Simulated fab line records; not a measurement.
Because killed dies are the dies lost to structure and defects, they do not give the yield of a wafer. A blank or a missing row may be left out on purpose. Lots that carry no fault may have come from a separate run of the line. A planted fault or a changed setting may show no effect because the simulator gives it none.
Problem report, 8D (eight disciplines) form, completed by code ; flow gf180mcu ; the parts of the form that need people (team, actions taken, sign-off) are left out

## 1. PROBLEM STATEMENT
Mean of prime temp c at GF_HV_LDD_HMDS_25: 122.48 C across 6 wafers in 2 lots; on wafers with no fault it is 119.99 C (standard deviation 0.13). That is +19 standard deviations from the usual mean.
The step: prime time 60 s.
The first sign was on wafer L959.1 at day 13 22:38, on litho track-04. At this step, 42 wafers from 14 lots have a number in the record. Rule for "out", or "out of limits": more than 4 standard deviations from the usual mean. The other wafers with a number count as sound.

## 2. WHAT IT IS, AND WHAT IT ISN'T
question;is;is not
which readings at this step;prime temp c;exhaust pa
which lots;L959, L961;L950, L952, L955, L956, L960, L962, L964, L967, L970, L971, L972, L973
which wafers of those lots;all that have a number;-
read on which tools;litho track-04;litho track-01, litho track-02
when;from day 13 22:38;"up to then (12 sound wafers); but 24 sound wafers of L960, L962, L964, L967, L970, L971, L972, L973 came after"

## 3. WHAT RULES OUT EACH SUSPECT
Counting: a tool stays on the suspect list if, at a process step up to the reading, it processed all lots that are out and no sound lot following the first of them.
- litho track-04 at GF_HV_LDD_HMDS_25 (prime time 60 s): ruled out as a lasting fault. The sound lots L971, L972, L973 went through it after L959, its earliest lot that is out (day 13 22:38).
Left after counting: nothing in the record.

## 4. THE CAUSE (what the simulator had put in)
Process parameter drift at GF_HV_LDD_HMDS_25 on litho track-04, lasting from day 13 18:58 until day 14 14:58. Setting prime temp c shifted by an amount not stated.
Counting ruled it out, wrongly.

## 5. THE EFFECT CHAIN, in route order
One row per reading whose mean, taken over the struck wafers that have a number, lies over 3 standard deviations from the usual. Readings are gone through only where the record gives a usual standard deviation; hours: the median, over the lots, of the time from a lot's start at the first step in this table giving one to that lot's start at this step; sigmas: the change measured in usual standard deviations.
hours;step;reading;usual;on struck wafers;change;sigmas
0;GF_HV_LDD_HMDS_25;prime temp c;119.99 C;122.48;+2.49;+19
Process steps it contains:
- GF_HV_LDD_HMDS_25: prime time 60 s.
At these later measuring or inspecting steps, every struck wafer for which the step has a row has a number for every such reading, and none has moved that far: GF_SAB_CD_MEAS_09.

## 6. WHAT WOULD HAVE CAUGHT IT SOONER
In this record no reading fell out of limits until day 13 22:38, 4 hours after the fault had begun at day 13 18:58.
